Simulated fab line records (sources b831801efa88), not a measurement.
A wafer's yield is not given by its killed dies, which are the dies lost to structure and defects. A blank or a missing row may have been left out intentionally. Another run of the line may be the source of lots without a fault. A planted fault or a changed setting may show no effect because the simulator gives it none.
Which tool is to blame?    flow gf180mcu    33 wafers sampled from 11 lots at 1 step of a route of 602

== WHAT THE GAUGES SHOWED, per wafer ==
GF_V4_BOW_MEAS_05.
lot   measured      on             V4_BOW (um)
L134  day 24 00:53  film-metro-04  131 137 138
L137  day 25 07:25  film-metro-02  143 143 144
L138  day 25 13:41  film-metro-02  117 125 134
L139  day 25 20:58  film-metro-04  120 125 132
L140  day 26 02:52  film-metro-03  131 126 127
L141  day 26 09:25  film-metro-03  140 133 125
L149  day 28 19:04  film-metro-03  139 130 138
L151  day 29 08:46  film-metro-04  150 135 140
L153  day 30 02:59  film-metro-02  130 129 139
L152  day 30 04:40  film-metro-02  130 132 156
L155  day 30 13:49  film-metro-03  135 126 133

== WHICH TOOL RAN EACH LOT (tool, then ch and the chambers of the sampled wafers, then the start) ==
Before these readings, the record contains no process step.

== THE ANSWER, worked out from the rows above alone ==
Rule: what is usual is taken from the lots themselves. The widest of any qualifying gaps counts: lots, ordered by their means at a reading, are off when they make up no more than a third of the lots, leave a main group of 4 or more, and stand apart from it by 3 or more times the standard deviation of that group's means. A main group whose means are all the same, to the digits that the tables above print for the reading, isn't used. Also off: a lot with no number at a reading for which 4 or more lots have one. All remaining lots with rows at the step are treated as sound.
No lot is off at any reading shown: from this, nothing can be told.

== WHAT WAS PUT IN BY THE SIMULATOR ==
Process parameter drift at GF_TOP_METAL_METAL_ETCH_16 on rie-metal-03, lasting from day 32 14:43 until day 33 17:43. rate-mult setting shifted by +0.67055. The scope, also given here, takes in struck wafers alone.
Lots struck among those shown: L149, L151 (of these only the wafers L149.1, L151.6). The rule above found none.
